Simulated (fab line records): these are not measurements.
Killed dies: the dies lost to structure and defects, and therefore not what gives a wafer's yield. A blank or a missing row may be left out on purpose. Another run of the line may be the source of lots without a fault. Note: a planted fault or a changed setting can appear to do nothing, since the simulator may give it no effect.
Which tool is to blame? | flow sky130 | Sampling: 7 lots, 21 wafers, 2 of 708 route steps

WHAT THE GAUGES SHOWED, per wafer
SKY_DNWELL_TW_MEAS_09.
lot  | measured    | on            | DNWELL_TW
L463 | day 3 20:19 | film metro-01 | 1110 1114 1111
L466 | day 4 13:28 | film metro-04 | 1101 1109 1107
L467 | day 4 21:40 | film metro-01 | 1123 1127 1120
L475 | day 6 14:25 | film metro-01 | 30 30 30
L477 | day 7 01:58 | film metro-04 | 30 30 30
L479 | day 7 13:53 | film metro-03 | 1109 1120 1118
L481 | day 7 22:20 | film metro-01 | 1107 1110 1108

WHICH TOOL RAN EACH LOT (tool, then ch and the chambers of the sampled wafers, then the start)
lot  | SKY_DNWELL_DEVELOP_06
L463 | litho track-04 ch 0, day 3 19:00
L466 | litho track-02 ch 0, day 4 13:00
L467 | litho track-04 ch 0, day 4 21:00
L475 | litho track-02, day 6 14:00
L477 | litho track-02, day 7 01:00
L479 | litho track-01 ch 0, day 7 13:00
L481 | litho track-01 ch 0, day 7 21:00
- SKY_DNWELL_DEVELOP_06: develop time 60 s.

THE ANSWER, worked out from the rows above alone
Rule: the lots themselves supply what counts as usual. The widest of any qualifying gaps counts: lots, ordered by their means at a reading, are off when they make up no more than a third of the lots, leave a main group of 4 or more, and stand apart from it by 3 or more times the standard deviation of that group's means. A main group whose means are all the same, to the digits that the tables above print for the reading, isn't used. A lot without any number at a reading at which 4 lots or more have one is off too. Any other lot the step has rows for is counted as sound.
Off: at SKY_DNWELL_TW_MEAS_09 (DNWELL_TW), L475, L477. The main group: mean 1113, standard deviation 6.2.
A tool fits if, at a process step before that reading, it ran every lot that is off, and no sound lot after the first of them. The gauges at SKY_DNWELL_TW_MEAS_09 are tried like those tools. One fits: SKY_DNWELL_DEVELOP_06 on litho track-02. Its last sound lot is L466 (day 4 13:00), its first lot that is off L475 (day 6 14:00): a fault that began between those two fits.

WHAT HAD BEEN PUT IN BY THE SIMULATOR
Whole step skipped at SKY_DNWELL_DEVELOP_06 on litho track-02, starting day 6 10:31. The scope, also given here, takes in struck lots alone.
Shown lots that were struck: L475, L477. The rule above reached the same finding.
